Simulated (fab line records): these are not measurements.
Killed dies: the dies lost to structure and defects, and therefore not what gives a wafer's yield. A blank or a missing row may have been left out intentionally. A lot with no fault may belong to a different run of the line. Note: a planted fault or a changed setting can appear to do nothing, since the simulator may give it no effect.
fab line records	flow sky130
record lots=24	wafers=72	last_day=50
route steps=708 shown VIA1@472 VIA2@521 CAP2M@606 METAL5@676
lots that met no fault: from a run of the same line without faults
start_h: start of the lot's first displayed wafer, in hours after the record's first day	wait_h: hours from the lot's prior step to this one	" same as the row above	L1.1+2: one row covering several wafers at once	- no value, or no start was given	* or withheld: withheld	< > ~ a bound
route shown NAME@n: NAME is a module with steps in the file, n the number in the route of the first one	usual: average and standard deviation across the fault-free wafers	same: alike in all rows	chamber/n: place in a boat	sites: readings site by site	_std_site: standard deviation across them	_edge_site: mean of outer sites minus mean of inner sites	radius_mm: for every site, how far away it sits from the centre of the wafer	mask NAME#n: copy n	behind: the last tool/chamber to shape the wafer	hold: the reason the lot was held/the length of the hold in hours/how it ended	device: which transistor (n, p or np) failed to switch	end of line: tests run on the same wafers once the route is complete	a step given without rows: its recipe and nothing more	killed: dies that structure and defects cost at the first sort, which is not the same as the wafer's yield	map: shows each die of a wafer: x if killed, . if not, _ if none is there
set.NAME: setting as actually run; set.NAME@STEP: the setting as run at that earlier step	model.NAME: the simulator's own value behind a step, which no gauge read
steps of the route over a sample of lots; a table a step, a row a wafer
services: a tool's chamber out of use, with start hour (start_h, from the record's first day; less than 0 if before it), hours out, and reason
## steps
# step SKY_VIA1_ETCH_14
# recipe chemistry=N2/H2	target=BARC	ion_energy_ev=200	source_w=500	bias_w=100	pressure_mtorr=30	n2_flow_sccm=100	h2_flow_sccm=200	stop_on=SiO2	time_s=45.9	target_depth_a=600
# usual drypump_motor_current_A=5.6/0.39	oes_product_au=0.856/0.0047	throttle_valve_pct=13.226/0.0083
lot.wafer	tool	chamber	start_h	wait_h	drypump_motor_current_A	oes_product_au	rf_hours_counter_h	throttle_valve_pct
L074.3	rie_diel-04	0	792.16	0.0	5.5	0.854	14	13.220
L074.4	"	2	"	"	6.1	0.852	6	13.220
L074.5	"	2	"	"	6.1	0.856	-	13.237
L075.1	rie_diel-03	2	796.04	0.0	5.4	0.857	0	13.219
L075.4	"	3	"	"	5.5	0.853	7	13.236
L075.6	"	1	"	"	5.2	0.855	-	13.227
L076.1	rie_diel-03	0	807.52	0.0	6.2	0.857	10	13.236
L076.5	"	1	"	"	5.2	0.856	-	13.223
L076.6	"	0	"	"	6.2	0.861	-	13.219
L077.2	rie_diel-03	0	816.92	0.0	6.2	0.850	10	13.224
L077.3	"	1	"	"	5.2	0.853	13	13.210
L077.5	"	0	"	"	6.2	0.856	-	13.234
L078.1	rie_diel-03	2	831.47	0.0	5.4	0.858	1	13.223
L078.4	"	0	"	"	6.2	0.854	10	13.212
L078.5	"	2	"	"	5.4	0.858	-	13.231
L080.1	rie_diel-01	2	832.94	0.0	5.4	0.851	15	13.230
L080.4	"	0	"	"	5.2	0.848	21	13.215
L080.5	"	1	"	"	4.9	0.853	-	13.220
L079.1	rie_diel-01	1	834.02	0.0	4.9	0.848	27	13.227
L079.2	"	3	"	"	5.7	0.859	6	13.218
L079.6	"	1	"	"	4.9	0.862	-	13.231
L081.1	rie_diel-03	0	857.97	0.0	6.2	0.858	11	13.222
L081.3	"	2	"	"	5.4	0.862	2	13.224
L081.5	"	2	"	"	5.4	0.847	-	13.217
L082.3	rie_diel-03	2	869.02	0.0	5.4	0.857	2	13.213
L082.4	"	3	"	"	5.4	0.862	-	13.219
L082.6	"	2	"	"	5.4	0.852	-	13.227
L083.1	rie_diel-03	3	871.31	0.0	5.5	0.855	9	13.241
L083.2	"	0	"	"	6.2	0.864	12	13.227
L083.3	"	2	"	"	5.4	0.854	2	13.238
L084.1	rie_diel-03	1	878.41	0.0	5.2	0.861	14	13.229
L084.4	"	3	"	"	5.4	0.853	9	13.230
L084.6	"	0	"	"	6.2	0.858	-	13.232
L085.1	rie_diel-04	1	885.49	0.0	6.2	0.857	23	13.221
L085.2	"	0	"	"	5.6	0.851	17	13.226
L085.6	"	0	"	"	5.6	0.857	-	13.236
L086.4	rie_diel-01	2	885.92	0.0	5.4	0.856	16	13.225
L086.5	"	1	"	"	4.9	0.855	-	13.219
L086.6	"	2	"	"	5.4	0.858	-	13.235
L087.2	rie_diel-01	1	892.97	0.0	5.0	0.860	1	13.245
L087.4	"	3	"	"	5.7	0.859	8	13.226
L087.6	"	1	"	"	5.0	0.863	-	13.223
L088.3	rie_diel-03	0	904.91	0.0	6.2	0.863	12	13.217
L088.4	"	3	"	"	5.4	0.858	10	13.219
L088.6	"	0	"	"	6.2	0.858	-	13.223
L089.2	rie_diel-01	3	917.79	0.0	5.7	0.853	8	13.227
L089.3	"	1	"	"	5.0	0.855	2	13.219
L089.5	"	2	"	"	5.4	0.847	-	13.226
L091.1	rie_diel-01	0	933.02	0.0	5.2	0.846	24	13.239
L091.2	"	3	"	"	5.7	0.862	9	13.220
L091.4	"	1	"	"	4.9	0.858	2	13.230
L090.2	rie_diel-03	3	935.26	0.0	5.5	0.853	11	13.222
L090.3	"	2	"	"	5.4	0.858	4	13.220
L090.4	"	2	"	"	5.4	0.854	-	13.241
L092.3	rie_diel-04	0	935.92	0.0	5.5	0.861	18	13.235
L092.5	"	3	"	"	5.9	0.864	-	13.217
L092.6	"	0	"	"	5.5	0.850	-	13.242
L093.2	rie_diel-04	2	937.58	0.0	6.1	0.855	11	13.217
L093.3	"	1	"	"	6.2	0.864	25	13.225
L093.5	"	3	"	"	5.9	0.857	-	13.217
L094.3	rie_diel-04	1	941.59	0.0	6.2	0.861	25	13.229
L094.4	"	2	"	"	6.1	0.860	11	13.226
L094.6	"	0	"	"	5.6	0.856	-	13.235
L095.1	rie_diel-04	3	956.76	0.0	5.9	0.847	13	13.229
L095.4	"	2	"	"	6.1	0.845	12	13.232
L095.6	"	0	"	"	5.6	0.853	-	13.234
L096.1	rie_diel-01	2	957.11	0.0	5.4	0.856	19	13.230
L096.2	"	3	"	"	5.7	0.858	10	13.238
L096.5	"	2	"	"	5.4	0.853	-	13.224
L097.1	rie_diel-03	3	964.11	0.0	5.4	0.853	11	13.224
L097.2	"	2	"	"	5.4	0.852	5	13.231
L097.4	"	1	"	"	5.2	0.857	16	13.217
# step SKY_VIA1_SPUTTER_20
# recipe material=TiN	target_thk_nm=20	chamber_pressure_pa=5	power_w=4000	time_s=80
# usual throttle_valve_pct=30.4/0.74
lot.wafer	tool	chamber	start_h	wait_h	throttle_valve_pct
L074.3	pvd_sputter-02	-	792.84	0.0	30.4
L074.4	"	-	"	"	31.4
L074.5	"	-	"	"	29.1
L075.1	pvd_sputter-03	-	796.72	0.0	30.1
L075.4	"	-	"	"	31.3
L075.6	"	-	"	"	31.2
L076.1	pvd_sputter-03	-	808.20	0.0	31.3
L076.5	"	-	"	"	29.9
L076.6	"	-	"	"	30.4
L077.2	pvd_sputter-02	-	817.60	0.0	31.5
L077.3	"	-	"	"	30.5
L077.5	"	-	"	"	31.6
L078.1	pvd_sputter-01	-	832.20	0.0	30.8
L078.4	"	-	"	"	30.3
L078.5	"	-	"	"	31.3
L080.1	pvd_sputter-02	-	833.67	0.0	31.3
L080.4	"	-	"	"	29.4
L080.5	"	-	"	"	29.2
L079.1	pvd_sputter-03	-	834.74	0.0	29.7
L079.2	"	-	"	"	30.2
L079.6	"	-	"	"	31.4
L081.1	pvd_sputter-03	-	858.71	0.0	30.2
L081.3	"	-	"	"	31.4
L081.5	"	-	"	"	31.0
L082.3	pvd_sputter-03	-	869.75	0.0	29.8
L082.4	"	-	"	"	31.3
L082.6	"	-	"	"	30.1
L083.1	pvd_sputter-02	-	872.07	0.0	29.2
L083.2	"	-	"	"	31.4
L083.3	"	-	"	"	31.2
L084.1	pvd_sputter-02	-	879.12	0.0	29.2
L084.4	"	-	"	"	30.5
L084.6	"	-	"	"	31.6
L085.1	pvd_sputter-03	-	886.22	0.0	29.6
L085.2	"	-	"	"	30.5
L085.6	"	-	"	"	31.3
L086.4	pvd_sputter-02	-	886.65	0.0	29.4
L086.5	"	-	"	"	30.5
L086.6	"	-	"	"	29.3
L087.2	pvd_sputter-03	-	893.67	0.0	29.6
L087.4	"	-	"	"	31.4
L087.6	"	-	"	"	29.3
L088.3	pvd_sputter-01	-	905.62	0.0	30.8
L088.4	"	-	"	"	31.1
L088.6	"	-	"	"	30.0
L089.2	pvd_sputter-03	-	918.48	0.0	29.7
L089.3	"	-	"	"	29.9
L089.5	"	-	"	"	29.6
L091.1	pvd_sputter-01	-	933.70	0.0	31.1
L091.2	"	-	"	"	30.3
L091.4	"	-	"	"	30.8
L090.2	pvd_sputter-03	-	935.94	0.0	29.7
L090.3	"	-	"	"	29.6
L090.4	"	-	"	"	30.3
L092.3	pvd_sputter-03	-	936.60	0.0	31.2
L092.5	"	-	"	"	29.7
L092.6	"	-	"	"	31.1
L093.2	pvd_sputter-01	-	938.30	0.0	29.6
L093.3	"	-	"	"	31.0
L093.5	"	-	"	"	30.3
L094.3	pvd_sputter-01	-	942.61	0.0	30.9
L094.4	"	-	"	"	31.0
L094.6	"	-	"	"	31.2
L095.1	pvd_sputter-03	-	957.53	0.0	30.9
L095.4	"	-	"	"	30.3
L095.6	"	-	"	"	29.5
L096.1	pvd_sputter-01	-	957.88	0.0	30.1
L096.2	"	-	"	"	30.9
L096.5	"	-	"	"	31.1
L097.1	pvd_sputter-01	-	964.85	0.0	31.1
L097.2	"	-	"	"	29.9
L097.4	"	-	"	"	30.9
# step SKY_VIA2_ETCH_14
# recipe chemistry=N2/H2	target=BARC	ion_energy_ev=200	source_w=500	bias_w=100	pressure_mtorr=30	n2_flow_sccm=100	h2_flow_sccm=200	stop_on=SiO2	time_s=45.9	target_depth_a=600
# usual drypump_motor_current_A=5.7/0.42	oes_product_au=0.855/0.0053	throttle_valve_pct=13.224/0.0087
lot.wafer	tool	chamber	start_h	wait_h	drypump_motor_current_A	oes_product_au	rf_hours_counter_h	throttle_valve_pct
L074.3	rie_diel-02	0	847.80	0.0	5.0	0.857	6	13.235
L074.4	"	3	"	"	6.0	0.860	25	13.227
L074.5	"	0	"	"	5.0	0.861	-	13.208
L075.1	rie_diel-02	0	853.14	0.0	5.0	0.850	6	13.225
L075.4	"	2	"	"	5.2	0.854	18	13.231
L075.6	"	3	"	"	6.1	0.860	-	13.226
L076.1	rie_diel-04	3	863.10	0.0	5.8	0.860	10	13.229
L076.5	"	0	"	"	5.6	0.845	-	13.216
L076.6	"	3	"	"	5.8	0.856	-	13.227
L077.2	rie_diel-04	1	872.99	0.0	6.2	0.856	22	13.205
L077.3	"	2	"	"	6.1	0.870	9	13.228
L077.5	"	0	"	"	5.6	0.859	-	13.218
L078.1	rie_diel-02	2	886.06	0.0	5.2	0.849	19	13.218
L078.4	"	1	"	"	6.0	0.853	20	13.227
L078.5	"	1	"	"	6.0	0.854	-	13.223
L080.1	rie_diel-04	1	887.55	0.0	6.2	0.858	23	13.225
L080.4	"	2	"	"	6.1	0.853	10	13.228
L080.5	"	1	"	"	6.2	0.861	-	13.225
L079.1	rie_diel-02	3	888.25	0.0	6.0	0.861	26	13.224
L079.2	"	0	"	"	5.0	0.854	7	13.229
L079.6	"	2	"	"	5.2	0.865	-	13.217
L081.1	rie_diel-03	1	912.10	0.0	5.2	0.859	15	13.214
L081.3	"	0	"	"	6.2	0.861	13	13.241
L081.5	"	1	"	"	5.2	0.842	-	13.215
L082.3	rie_diel-02	3	922.14	0.0	6.0	0.854	27	13.234
L082.4	"	1	"	"	6.0	0.849	21	13.218
L082.6	"	1	"	"	6.0	0.854	-	13.232
L083.1	rie_diel-04	3	924.65	0.0	5.9	0.866	12	13.233
L083.2	"	1	"	"	6.2	0.848	24	13.209
L083.3	"	0	"	"	5.6	0.858	18	13.229
L084.1	rie_diel-04	1	932.21	0.0	6.2	0.849	24	13.206
L084.4	"	3	"	"	5.8	0.865	12	13.240
L084.6	"	0	"	"	5.6	0.858	-	13.241
L085.1	rie_diel-02	2	939.50	0.0	5.2	0.846	21	13.234
L085.2	"	1	"	"	6.0	0.851	22	13.218
L085.6	"	0	"	"	5.0	0.857	-	13.209
L086.4	rie_diel-04	3	940.06	0.0	5.8	0.864	13	13.227
L086.5	"	2	"	"	6.1	0.854	-	13.229
L086.6	"	3	"	"	5.9	0.849	-	13.217
L087.2	rie_diel-02	1	945.84	0.0	6.0	0.853	22	13.229
L087.4	"	2	"	"	5.2	0.849	21	13.220
L087.6	"	2	"	"	5.2	0.849	-	13.220
L088.3	rie_diel-02	2	957.50	0.0	5.2	0.857	21	13.222
L088.4	"	0	"	"	5.0	0.850	9	13.233
L088.6	"	2	"	"	5.2	0.855	-	13.222
L089.2	rie_diel-04	2	970.64	0.0	6.1	0.852	12	13.211
L089.3	"	3	"	"	5.8	0.864	14	13.221
L089.5	"	0	"	"	5.6	0.860	-	13.230
L091.1	rie_diel-03	1	985.69	0.0	5.2	0.852	16	13.227
L091.2	"	2	"	"	5.4	0.856	5	13.237
L091.4	"	0	"	"	6.2	0.850	14	13.221
L090.2	rie_diel-02	1	987.19	0.0	6.0	0.850	23	13.220
L090.3	"	2	"	"	5.2	0.859	22	13.217
L090.4	"	0	"	"	5.0	0.854	10	13.228
L092.3	rie_diel-04	1	988.19	0.0	6.2	0.856	26	13.221
L092.5	"	1	"	"	6.2	0.856	-	13.236
L092.6	"	2	"	"	6.1	0.857	-	13.236
L093.2	rie_diel-04	1	991.19	0.0	6.2	0.852	26	13.220
L093.3	"	3	"	"	5.9	0.857	14	13.237
L093.5	"	1	"	"	6.2	0.854	-	13.235
L094.3	rie_diel-03	1	994.00	0.0	5.2	0.859	17	13.212
L094.4	"	2	"	"	5.4	0.851	6	13.231
L094.6	"	0	"	"	6.2	0.855	-	13.214
L095.1	rie_diel-03	0	1008.20	0.0	6.2	0.862	15	13.211
L095.4	"	1	"	"	5.2	0.858	17	13.237
L095.6	"	3	"	"	5.4	0.852	-	13.217
L096.1	rie_diel-02	2	1008.54	0.0	5.2	0.853	23	13.225
L096.2	"	3	"	"	6.0	0.861	30	13.237
L096.5	"	3	"	"	6.1	0.852	-	13.218
L097.1	rie_diel-02	1	1015.51	0.0	6.0	0.852	24	13.230
L097.2	"	0	"	"	5.0	0.858	11	13.233
L097.4	"	3	"	"	6.0	0.853	30	13.217
# step SKY_VIA2_STRIP_16
# recipe chemistry=O2/N2	power_w=1400	pressure_mtorr=1500	platen_temp_c=withheld	o2_flow_sccm=3000	n2_flow_sccm=300	overash_fraction=0.5
# usual drypump_motor_current_A=5.5/0.36	oes_product_au=0.399/0.0046	strip_time_to_endpoint_s=4.056/0.026
# same overash_fraction=0.5
lot.wafer	tool	chamber	start_h	wait_h	drypump_motor_current_A	oes_product_au	rf_hours_counter_h	strip_time_to_endpoint_s
L074.3	plasma_asher-01	0	847.98	0.1	5.8	0.398	-	4.050
L074.4	"	1	"	"	5.6	0.406	-	4.075
L074.5	"	0	"	"	5.8	0.394	-	4.070
L075.1	plasma_asher-01	1	853.25	0.0	5.7	0.395	71	4.065
L075.4	"	1	"	"	5.7	0.405	-	4.037
L075.6	"	0	"	"	5.8	0.399	-	4.065
L076.1	plasma_asher-02	1	863.20	0.0	5.0	0.396	7	4.093
L076.5	"	0	"	"	5.2	0.407	-	4.045
L076.6	"	1	"	"	5.0	0.398	-	4.052
L077.2	plasma_asher-02	1	873.10	0.0	5.0	0.399	8	4.047
L077.3	"	1	"	"	5.0	0.402	-	4.039
L077.5	"	0	"	"	5.2	0.406	-	4.032
L078.1	plasma_asher-01	0	886.16	0.0	5.8	0.391	75	4.043
L078.4	"	1	"	"	5.6	0.405	-	4.033
L078.5	"	0	"	"	5.8	0.400	-	4.080
L080.1	plasma_asher-02	0	887.65	0.0	5.2	0.399	10	4.047
L080.4	"	1	"	"	5.0	0.407	-	4.065
L080.5	"	1	"	"	5.0	0.398	-	4.046
L079.1	plasma_asher-03	0	888.35	0.0	5.7	0.398	108	4.074
L079.2	"	1	"	"	6.2	0.403	108	4.082
L079.6	"	1	"	"	6.2	0.394	-	4.073
L081.1	plasma_asher-01	0	912.20	0.0	5.8	0.394	78	4.079
L081.3	"	0	"	"	5.8	0.396	-	4.084
L081.5	"	1	"	"	5.6	0.397	-	4.076
L082.3	plasma_asher-01	0	922.28	0.1	5.8	0.393	-	4.003
L082.4	"	1	"	"	5.7	0.396	-	4.048
L082.6	"	1	"	"	5.6	0.392	-	4.014
L083.1	plasma_asher-01	1	924.76	0.0	5.6	0.401	80	4.050
L083.2	"	0	"	"	5.8	0.399	80	4.069
L083.3	"	1	"	"	5.7	0.392	-	4.070
L084.1	plasma_asher-01	1	932.31	0.0	5.6	0.399	80	4.060
L084.4	"	0	"	"	5.8	0.395	-	4.088
L084.6	"	0	"	"	5.8	0.401	-	4.054
L085.1	plasma_asher-02	0	939.60	0.0	5.2	0.397	13	4.035
L085.2	"	1	"	"	5.0	0.401	13	4.047
L085.6	"	0	"	"	5.2	0.388	-	4.059
L086.4	plasma_asher-03	0	940.20	0.1	5.6	0.404	-	4.053
L086.5	"	0	"	"	5.6	0.397	-	4.072
L086.6	"	1	"	"	6.2	0.400	-	4.058
L087.2	plasma_asher-01	0	945.95	0.0	5.8	0.399	82	4.037
L087.4	"	0	"	"	5.8	0.402	-	4.033
L087.6	"	0	"	"	5.8	0.402	-	4.012
L088.3	plasma_asher-03	1	957.64	0.1	6.2	0.404	-	4.047
L088.4	"	0	"	"	5.6	0.400	-	4.039
L088.6	"	1	"	"	6.2	0.406	-	4.029
L089.2	plasma_asher-02	0	970.75	0.0	5.2	0.404	16	4.103
L089.3	"	1	"	"	5.0	0.402	-	4.082
L089.5	"	1	"	"	5.0	0.396	-	4.067
L091.1	plasma_asher-02	1	985.79	0.0	5.0	0.403	17	4.060
L091.2	"	0	"	"	5.2	0.405	17	4.134
L091.4	"	0	"	"	5.2	0.404	-	4.088
L090.2	plasma_asher-01	0	987.30	0.0	5.8	0.396	86	4.035
L090.3	"	0	"	"	5.8	0.400	-	4.031
L090.4	"	1	"	"	5.6	0.404	-	4.044
L092.3	plasma_asher-01	1	988.33	0.1	5.6	0.398	-	4.028
L092.5	"	0	"	"	5.8	0.392	-	4.048
L092.6	"	1	"	"	5.7	0.400	-	4.058
L093.2	plasma_asher-02	1	991.30	0.0	5.0	0.396	18	4.084
L093.3	"	0	"	"	5.2	0.404	-	4.082
L093.5	"	1	"	"	5.0	0.399	-	4.070
L094.3	plasma_asher-01	1	994.14	0.1	5.7	0.398	-	4.061
L094.4	"	0	"	"	5.8	0.400	-	4.114
L094.6	"	1	"	"	5.7	0.405	-	4.097
L095.1	plasma_asher-02	1	1008.31	0.0	5.0	0.401	20	4.091
L095.4	"	0	"	"	5.2	0.398	-	4.056
L095.6	"	0	"	"	5.2	0.392	-	4.054
L096.1	plasma_asher-01	0	1008.65	0.0	5.8	0.399	88	4.028
L096.2	"	1	"	"	5.6	0.393	88	4.001
L096.5	"	1	"	"	5.6	0.397	-	4.010
L097.1	plasma_asher-03	0	1015.61	0.0	5.7	0.400	119	4.053
L097.2	"	1	"	"	6.2	0.400	119	4.065
L097.4	"	1	"	"	6.2	0.397	-	4.036
# step SKY_CAP2M_RS_MEAS_03
# recipe thk_meas_gauge=four-point-probe	reads=TiN_of_CAP2M_SPUTTER_02
# usual CAP2M_TIN_RS=6.95/0.081
lot.wafer	tool	chamber	start_h	wait_h	CAP2M_TIN_RS[ohm/sq]
L074.3	film_metro-02	-	930.47	0.1	6.81
L074.4	"	-	"	"	6.85
L074.5	"	-	"	"	6.78
L075.1	film_metro-04	-	936.37	0.1	6.93
L075.4	"	-	"	"	6.93
L075.6	"	-	"	"	7.05
L076.1	film_metro-04	-	943.24	0.1	6.98
L076.5	"	-	"	"	6.93
L076.6	"	-	"	"	6.98
L077.2	film_metro-04	-	953.58	0.1	6.94
L077.3	"	-	"	"	7.01
L077.5	"	-	"	"	6.88
L078.1	film_metro-02	-	967.47	0.1	6.97
L078.4	"	-	"	"	6.89
L078.5	"	-	"	"	6.96
L080.1	film_metro-04	-	968.99	0.1	6.88
L080.4	"	-	"	"	6.91
L080.5	"	-	"	"	6.92
L079.1	film_metro-01	-	969.78	0.1	6.92
L079.2	"	-	"	"	6.91
L079.6	"	-	"	"	6.96
L081.1	film_metro-01	-	993.12	0.1	7.07
L081.3	"	-	"	"	6.78
L081.5	"	-	"	"	6.89
L082.3	film_metro-01	-	1001.76	0.1	6.88
L082.4	"	-	"	"	7.09
L082.6	"	-	"	"	7.03
L083.1	film_metro-02	-	1004.08	0.1	6.91
L083.2	"	-	"	"	6.87
L083.3	"	-	"	"	6.86
L084.1	film_metro-04	-	1010.10	0.1	7.09
L084.4	"	-	"	"	7.08
L084.6	"	-	"	"	7.04
L085.1	film_metro-01	-	1016.50	0.1	7.14
L085.2	"	-	"	"	7.04
L085.6	"	-	"	"	7.14
L086.4	film_metro-04	-	1018.59	0.1	6.96
L086.5	"	-	"	"	7.03
L086.6	"	-	"	"	7.01
L087.2	film_metro-02	-	1023.44	0.1	6.88
L087.4	"	-	"	"	6.86
L087.6	"	-	"	"	6.91
L088.3	film_metro-01	-	1034.69	0.1	6.91
L088.4	"	-	"	"	6.98
L088.6	"	-	"	"	7.01
L089.2	film_metro-04	-	1046.37	0.1	7.00
L089.3	"	-	"	"	7.00
L089.5	"	-	"	"	6.97
L091.1	film_metro-01	-	1059.32	0.1	6.86
L091.2	"	-	"	"	6.88
L091.4	"	-	"	"	6.89
L090.2	film_metro-01	-	1061.83	0.1	7.02
L090.3	"	-	"	"	6.91
L090.4	"	-	"	"	6.94
L092.3	film_metro-04	-	1062.72	0.1	6.95
L092.5	"	-	"	"	6.84
L092.6	"	-	"	"	6.92
L093.2	film_metro-04	-	1065.27	0.1	6.86
L093.3	"	-	"	"	6.85
L093.5	"	-	"	"	6.93
L094.3	film_metro-01	-	1067.39	0.1	6.98
L094.4	"	-	"	"	6.99
L094.6	"	-	"	"	7.00
L096.1	film_metro-02	-	1079.62	0.1	7.06
L096.2	"	-	"	"	6.99
L096.5	"	-	"	"	7.01
L095.1	film_metro-01	-	1080.75	0.1	7.00
L095.4	"	-	"	"	6.95
L095.6	"	-	"	"	6.95
L097.1	film_metro-01	-	1086.56	0.1	6.92
L097.2	"	-	"	"	6.83
L097.4	"	-	"	"	7.02
# step SKY_METAL5_METAL_ETCH_15
# recipe target_depth_a=12600	stop_on=SiO2	over_etch_frac=0.2	time_s=252	chemistry=Cl2/BCl3	resist_sidewall_deg=86	pressure_mtorr=10	icp_w=900	bias_w=48.5	Cl2_flow_sccm=60	bcl3_flow_sccm=30
# usual bcl3_flow_sccm=30.01/0.1	drypump_motor_current_A=5.7/0.63	oes_product_au=0.893/0.0052	throttle_valve_pct=22.264/0.0088
lot.wafer	tool	chamber	start_h	wait_h	bcl3_flow_sccm	drypump_motor_current_A	oes_product_au	rf_hours_counter_h	throttle_valve_pct
L074.3	rie_metal-04	0	1028.76	0.1	30.09	5.0	0.891	-	22.275
L074.4	"	1	"	"	30.05	6.2	0.882	-	22.270
L074.5	"	0	"	"	30.04	5.0	0.893	-	22.259
L075.1	rie_metal-01	1	1036.16	0.1	29.96	6.2	0.893	17	22.269
L075.4	"	1	"	"	29.94	6.3	0.885	-	22.285
L075.6	"	1	"	"	29.96	6.2	0.885	-	22.267
L076.1	rie_metal-02	0	1042.23	0.0	30.14	5.4	0.889	12	22.258
L076.5	"	0	"	"	29.89	5.4	0.897	-	22.275
L076.6	"	1	"	"	29.94	6.5	0.900	-	22.268
L077.2	rie_metal-04	0	1050.19	0.1	30.14	5.0	0.892	-	22.262
L077.3	"	0	"	"	30.06	5.0	0.893	-	22.274
L077.5	"	0	"	"	30.14	5.0	0.887	-	22.273
L078.1	rie_metal-04	0	1063.57	0.1	30.15	5.0	0.888	16	22.259
L078.4	"	0	"	"	30.20	5.0	0.893	-	22.273
L078.5	"	0	"	"	30.02	5.0	0.902	-	22.278
L080.1	rie_metal-01	0	1065.23	0.0	30.17	5.1	0.882	22	22.263
L080.4	"	0	"	"	29.93	5.1	0.894	-	22.268
L080.5	"	0	"	"	30.00	5.1	0.891	-	22.263
L079.1	rie_metal-04	0	1067.12	0.1	29.88	5.0	0.894	17	22.263
L079.2	"	0	"	"	29.89	5.0	0.894	-	22.271
L079.6	"	0	"	"	30.00	5.0	0.896	-	22.266
L081.1	rie_metal-01	0	1085.04	0.0	29.88	5.1	0.907	24	22.248
L081.3	"	0	"	"	30.03	5.1	0.897	-	22.258
L081.5	"	1	"	"	30.06	6.3	0.886	-	22.269
L082.3	rie_metal-01	0	1092.01	0.1	30.02	5.0	0.896	-	22.273
L082.4	"	1	"	"	30.25	6.3	0.896	-	22.255
L082.6	"	1	"	"	30.14	6.2	0.895	-	22.272
L083.1	rie_metal-02	1	1095.18	0.0	30.10	6.5	0.894	17	22.265
L083.2	"	0	"	"	30.14	5.4	0.895	15	22.259
L083.3	"	0	"	"	30.12	5.4	0.900	-	22.257
L084.1	rie_metal-02	1	1100.74	0.0	29.98	6.5	0.901	18	22.268
L084.4	"	0	"	"	29.90	5.4	0.894	-	22.282
L084.6	"	0	"	"	30.05	5.4	0.893	-	22.260
L085.1	rie_metal-02	1	1106.79	0.0	30.17	6.5	0.895	18	22.262
L085.2	"	0	"	"	30.08	5.4	0.887	16	22.259
L085.6	"	1	"	"	29.93	6.5	0.892	-	22.264
L086.4	rie_metal-02	0	1108.71	0.1	30.03	5.4	0.887	-	22.280
L086.5	"	0	"	"	29.99	5.4	0.904	-	22.257
L086.6	"	1	"	"	30.14	6.5	0.888	-	22.265
L087.2	rie_metal-01	0	1112.14	0.0	30.04	5.1	0.902	26	22.262
L087.4	"	1	"	"	29.99	6.3	0.900	-	22.270
L087.6	"	0	"	"	29.96	5.1	0.899	-	22.266
L088.3	rie_metal-04	1	1121.61	0.1	29.80	6.2	0.887	-	22.268
L088.4	"	0	"	"	29.87	5.0	0.894	-	22.280
L088.6	"	1	"	"	29.82	6.2	0.893	-	22.261
L089.2	rie_metal-02	0	1131.90	0.0	30.03	5.4	0.892	18	22.256
L089.3	"	1	"	"	30.01	6.5	0.903	-	22.248
L089.5	"	0	"	"	30.19	5.4	0.889	-	22.255
L091.1	rie_metal-02	0	1143.99	0.0	30.13	5.4	0.891	19	22.251
L091.2	"	1	"	"	29.96	6.5	0.898	21	22.242
L091.4	"	0	"	"	30.14	5.4	0.890	-	22.276
L090.2	rie_metal-04	1	1147.00	0.0	30.10	6.3	0.886	5	22.260
L090.3	"	1	"	"	30.05	6.2	0.899	-	22.256
L090.4	"	0	"	"	29.92	5.0	0.893	-	22.256
L092.3	rie_metal-01	1	1147.67	0.1	29.88	6.3	0.892	-	22.262
L092.5	"	1	"	"	29.98	6.2	0.892	-	22.260
L092.6	"	0	"	"	29.97	5.1	0.890	-	22.270
L093.2	rie_metal-02	0	1148.84	0.0	30.11	5.4	0.889	20	22.270
L093.3	"	0	"	"	30.11	5.4	0.904	-	22.265
L093.5	"	0	"	"	30.05	5.4	0.901	-	22.272
L094.3	rie_metal-04	1	1151.11	0.1	30.08	6.3	0.886	-	22.274
L094.4	"	0	"	"	29.98	5.0	0.885	-	22.273
L094.6	"	0	"	"	30.00	5.0	0.894	-	22.263
L096.1	rie_metal-01	0	1160.37	0.0	30.01	5.1	0.892	30	22.269
L096.2	"	1	"	"	29.91	6.2	0.898	27	22.268
L096.5	"	1	"	"	29.79	6.3	0.893	-	22.256
L095.1	rie_metal-01	1	1162.64	0.0	30.05	6.3	0.885	28	22.255
L095.4	"	0	"	"	30.07	5.1	0.881	-	22.254
L095.6	"	0	"	"	30.15	5.1	0.888	-	22.255
L097.1	rie_metal-04	1	1166.84	0.0	29.95	6.2	0.888	7	22.259
L097.2	"	0	"	"	29.97	5.0	0.906	24	22.246
L097.4	"	1	"	"	29.94	6.2	0.899	-	22.242
## services
tool	chamber	start_h	hours	kind
rie_diel-02	2	769.92	24.9	repair
rie_diel-04	0	775.09	14.6	repair
rie_diel-04	-	775.55	1.8	repair
rie_diel-04	3	808.71	11.8	repair
plasma_asher-01	-	813.14	0.8	repair
rie_diel-03	1	846.47	28.8	repair
rie_diel-04	-	853.74	2.8	pm
rie_diel-04	1	858.87	8.6	repair
pvd_sputter-03	-	901.64	2.2	repair
rie_diel-04	-	903.56	0.3	repair
rie_diel-04	3	905.98	3.3	repair
rie_diel-03	1	932.65	6.0	repair
rie_diel-03	2	933.98	1.2	repair
rie_diel-02	3	957.85	8.0	repair
pvd_sputter-03	-	961.68	3.2	repair
plasma_asher-01	-	964.50	1.1	repair
rie_diel-03	0	974.73	5.9	repair
rie_diel-02	-	976.95	2.6	repair
rie_diel-04	0	984.32	9.4	repair
rie_diel-04	3	1008.17	2.9	repair
rie_diel-04	1	1028.47	16.6	repair
rie_diel-04	0	1036.58	1.6	repair
rie_diel-03	3	1044.54	8.5	repair
plasma_asher-01	-	1140.98	2.8	pm
## key
fault none
